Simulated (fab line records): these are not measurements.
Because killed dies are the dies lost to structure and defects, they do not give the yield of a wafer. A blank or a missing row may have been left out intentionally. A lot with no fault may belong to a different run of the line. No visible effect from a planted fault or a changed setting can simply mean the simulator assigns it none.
Which of the tools did it? | flow gf180mcu | Sampling: 6 lots, 18 wafers, 2 of 602 route steps

## WHAT THE GAUGES READ, wafer by wafer
GF_M1_RS_MEAS_05: measurement is done with a four-point probe.
lot  | measured     | on            | M1_ALCU_RS (ohm/sq)
L207 | day 16 20:53 | film_metro-02 | 0.0691 0.0697 0.0693
L209 | day 17 15:23 | film_metro-01 | 0.0695 0.0689 0.0694
L212 | day 18 23:44 | film_metro-04 | 0.0706 0.0702 0.0703
L214 | day 19 15:13 | film_metro-02 | 0.0695 0.0693 0.0692
L216 | day 20 05:37 | film_metro-04 | 0.0687 0.0684 0.0684
L222 | day 22 09:38 | film_metro-02 | 0.0700 0.0690

## WHICH TOOL RAN EACH LOT (tool, then ch and the chambers of the sampled wafers, then the start)
lot  | GF_CONTACT_CMP_27
L207 | cmp-02 ch 0,2, day 16 20:21
L209 | cmp-01 ch 0,1,2, day 17 14:58
L212 | cmp-02 ch 1,2,3, day 18 23:20
L214 | cmp-02 ch 0,1,2, day 19 14:41
L216 | cmp-01 ch 1,2,3, day 20 05:06
L222 | cmp-01 ch 0,3, day 22 09:07
- GF_CONTACT_CMP_27: polishes, stops on SiO2, t overpolish 15 s, target thk 0 nm.

## THE ANSWER, worked out from the rows above alone
Rule: the usual values come from the lots themselves. Put in order of their means at a reading, lots are off if they are a third of the lots or fewer, leave a main group of 4 or more, and stand apart from it by a gap of 3 or more times the standard deviation of the main group's means; of several such gaps the widest counts. The tables above print the reading to a certain number of digits; a main group whose means all agree to those digits is not used. A lot without any number at a reading at which 4 lots or more have one is off too. The other lots that the step has rows for count as sound.
Across all readings shown, no lot is off: no conclusion can be drawn from this.

## WHAT THE SIMULATOR HAD INSERTED
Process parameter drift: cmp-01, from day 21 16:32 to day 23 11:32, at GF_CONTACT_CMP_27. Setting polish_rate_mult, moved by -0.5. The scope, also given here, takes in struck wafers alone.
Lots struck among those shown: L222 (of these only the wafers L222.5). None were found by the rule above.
